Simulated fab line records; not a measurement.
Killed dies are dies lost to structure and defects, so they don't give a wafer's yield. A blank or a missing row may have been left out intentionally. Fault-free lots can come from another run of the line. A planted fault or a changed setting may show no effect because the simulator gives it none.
Problem report, 8D (eight disciplines) form, completed by code    flow gf180mcu    the parts of the form that need people (team, actions taken, sign-off) are left out

## 1. THE PROBLEM
Mean CONTACT_W_RS at GF_CONTACT_RS_MEAS_25: 0.270 ohm/sq over 4 wafers in 3 lots; fault-free wafers: 0.383 ohm/sq, standard deviation 0.0053. Measured from the usual mean, that is -21 standard deviations.
The step: measures by four-point-probe.
First observed at day 21 06:50: wafer L100.4, on film-metro-01. At this step, 33 wafers from 12 lots have a number in the record. Rule for "out" (also "out of limits"): further than 4 standard deviations from the usual mean. All remaining wafers that have a number are taken as sound.

## 2. WHAT IT IS, AND WHAT IT ISN'T
question                     is                              is not
which readings at this step  CONTACT_W_RS                    -
which lots                   L100, L101, L102                L108, L109, L986, L987, L988, L990, L991, L992, L993
which wafers of those lots   L100.4, L101.1, L101.4, L102.4  L100.6, L102.5
read on which gauges         film-metro-01, film-metro-02    film-metro-04
when                         from day 21 06:50               up to then (22 sound wafers); but 7 sound wafers of L102, L108, L109 came after

## 3. WHAT RULES OUT EACH SUSPECT
Counting: any tool at a process step up to the reading remains a suspect provided it ran every lot that is out. Sound lots after the first of them don't rule it out here, since some wafers of a struck lot are sound.
- the gauge at GF_CONTACT_RS_MEAS_25 has been ruled out. The wafers that are out were read on 2 gauges (film-metro-01, film-metro-02).
- cvd-w-01 at GF_CONTACT_CVD_24 (deposits W, target thk 300 nm, time 90.339 s): kept. Ran every lot that is out, first one L100 (day 21 06:43); last sound lot up to then L991 (day 17 23:35).
After counting, what remains is cvd-w-01 at GF_CONTACT_CVD_24.

## 4. THE CAUSE (what the simulator had put in)
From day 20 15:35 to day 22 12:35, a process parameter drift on cvd-w-01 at GF_CONTACT_CVD_24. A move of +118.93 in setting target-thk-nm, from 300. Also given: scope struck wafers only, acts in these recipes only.
This tool alone remained once counting was done.

## 5. THE EFFECT CHAIN, in route order
Each row: a reading where the mean over the struck wafers with a number is more than 3 standard deviations away from the usual. Readings are gone through only where the record gives a usual standard deviation; hours: the median, over the lots, of the time from a lot's start at the first step in this table giving one to that lot's start at this step; sigmas: the change measured in usual standard deviations.
hours  step                    reading             usual         on struck wafers  change  sigmas
0      GF_CONTACT_RS_MEAS_25   CONTACT_W_RS        0.383 ohm/sq  0.270             -0.113  -21
3      GF_CONTACT_THK_MEAS_26  CONTACT_W_THK       301 nm        424               +124    +25
8      GF_CONTACT_CMP_27       time-to-endpoint-s  72 s          102               +30     +9.6
Process steps it contains:
- GF_CONTACT_CMP_27: polishes, stops on SiO2, t overpolish 15 s, target thk 0 nm.
At these later measuring or inspecting steps, every struck wafer for which the step has a row has a number for every such reading, and none has moved that far: GF_M2_RS_MEAS_05.

## 6. HOW IT WOULD HAVE BEEN CAUGHT EARLIER
The first out-of-limits reading at a measuring or inspecting step in this record came at day 21 06:50, 15 hours after the fault's start at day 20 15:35.
An alarm limit of 4 standard deviations would not have fired on the tool readings at GF_CONTACT_CVD_24 for which the record gives a usual standard deviation, since none of them was out on any struck wafer.
Lots out: 3; of these, L101, L102 started GF_CONTACT_CVD_24 on cvd-w-01 after day 21 06:50. A hold on the tool at that time would have spared those 2.
